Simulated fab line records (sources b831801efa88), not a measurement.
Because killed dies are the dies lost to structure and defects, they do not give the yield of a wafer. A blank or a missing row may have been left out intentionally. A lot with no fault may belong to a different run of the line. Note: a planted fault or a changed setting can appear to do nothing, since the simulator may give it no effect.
A lot that was struck, set against a sound lot ; flow sky130 ; 16 steps out of a route of 708
Sound: wafers L843.2, L843.5, L843.6. Struck: wafers L849.3, L849.6 (left out: L849.4, a lot-mate that was not struck); the cause follows at the end.
Per side, at each step with rows, come the tool, then ch with its chambers, and then its first start. Under that, the readings that differ: sound wafers ; struck wafers ; difference of the means ; sigmas: that difference in standard deviations of wafers without a fault.
alike: readings whose means differ by less than 2 such deviations, and words and numbers that are the same on both sides. not compared: withheld readings, readings that some wafer has no value for, bounds like >300 that may hide the same value, and numbers for which the record gives no deviation and whose values overlap.
A row with sigmas, a row that says differs or no value, or rows on one side alone: a step with any of these is where the two part. Non-overlapping numbers with no deviation appear without sigmas and do not part them. A reading that every wafer of one side lacks parts them only if that side has two wafers or more.

first, 7 steps without rows for these wafers: SKY_METAL4_HMDS_06 (prime time 60 s); SKY_METAL4_COAT_07 (resist thk 60 nm); SKY_METAL4_COAT_08 (resist thk 1140 nm); SKY_METAL4_SOFTBAKE_09 (time 90 s); SKY_METAL4_EXPOSE_10 (exposes mask MM4, target cd 300 nm); SKY_METAL4_PEB_11; SKY_METAL4_DEVELOP_12 (develop time 60 s).
SKY_METAL4_CD_MEAS_13: the cd target is 300 nm.
  struck on cd-sem-02, day 46 02:14; sound on cd-sem-02, day 44 21:10
  alike: cd-nm
SKY_METAL4_OVL_MEAS_14:
  struck on overlay-01, day 46 02:20; sound on overlay-01, day 44 21:16
  alike: METAL4_OVL
SKY_METAL4_DESCUM_15: chemistry O2, time 8 s.
  sound on rie-metal-04 ch 0,1, day 44 21:18; struck on rie-metal-01 ch 0,1, day 46 02:22
  alike: drypump-motor-current-A, oes-product-au
  not compared: rf-hours-counter-h
SKY_METAL4_ETCH_16: etches BARC in N2/H2, stops on SiO2, time 88.2 s, target depth 60 nm.
  sound on rie-metal-04 ch 0,1, day 44 21:20; struck on rie-metal-01 ch 0,1, day 46 02:25
  alike: drypump-motor-current-A, oes-product-au, throttle-valve-pct
  not compared: rf-hours-counter-h
SKY_METAL4_ETCH_17: etches SiO2 in C4F8/O2/Ar, stops on TiN, time 3.9 s, target depth 15 nm.
  sound on rie-diel-02 ch 0,2, day 44 21:26; struck on rie-diel-03 ch 1,2, day 46 02:29
  alike: oes-product-au
  not compared: rf-hours-counter-h
SKY_METAL4_METAL_ETCH_18: etches the open film in Cl2/BCl3, stops on SiO2, target depth 845 nm, time 183.1 s.
  sound on rie-metal-01 ch 0,1, day 44 21:27; struck on rie-metal-04 ch 0,1, day 46 02:34
reading;sound;struck;difference;sigmas
model.KrF-thick_of_METAL4_COAT_08.thk-nm (nm);531.1 526.3 541.8;582.7 608.6;+62.6;
model.SiO2_of_VIA3_HDPCVD_00.thk-nm (nm);433.8 435.5 435.8;439.4 438.6;+4.0;
  alike: drypump-motor-current-A, oes-product-au, throttle-valve-pct
  not compared: rf-hours-counter-h, model.METAL4.cd-nm
SKY_METAL4_STRIP_19: strips in O2/N2.
  sound on plasma-asher-04 ch 0,1, day 44 21:38; struck on plasma-asher-02 ch 1, day 46 02:43
reading;sound;struck;difference;sigmas
oes-product-au (a.u.);0.508 0.495 0.502;0.514 0.531;+0.021;+3
strip-time-to-endpoint-s (s);6.58 6.51 6.68;7.09 7.33;+0.62;+5
  alike: drypump-motor-current-A
  not compared: rf-hours-counter-h
then, 1 step without rows for these wafers: SKY_METAL4_STRIP_20 (strips in post etch residue remover, time 1200 s).
-- the record jumps here: 4 days lie between the struck wafers' starts before and after (it left off in module METAL4 and takes up again in module PAD_OPEN, whose first step shown is number 708 of the route) --
SKY_PAD_OPEN_PROBE_99:
  struck on prober-02, day 49 15:04; sound on prober-02, day 48 12:39
  alike: defect-limited-yield, killed_at_M0_to_M3, killed_at_M4_up, killed-at-contacts, killed-at-front-end, killed-at-other, killed-dies, killed-open, killed-short, sort_bin_3_pad_short, sort_bin_5_function, sort_bin_6_memory, sort-n-pass, sort-yield-pct
  not compared: model.etest.met4.width-nm

WHERE THEY PART
Only at SKY_METAL4_STRIP_19, within this record. Later steps at which nothing parts them and some readings are alike: SKY_PAD_OPEN_PROBE_99.

WHY: the cause the simulator had injected
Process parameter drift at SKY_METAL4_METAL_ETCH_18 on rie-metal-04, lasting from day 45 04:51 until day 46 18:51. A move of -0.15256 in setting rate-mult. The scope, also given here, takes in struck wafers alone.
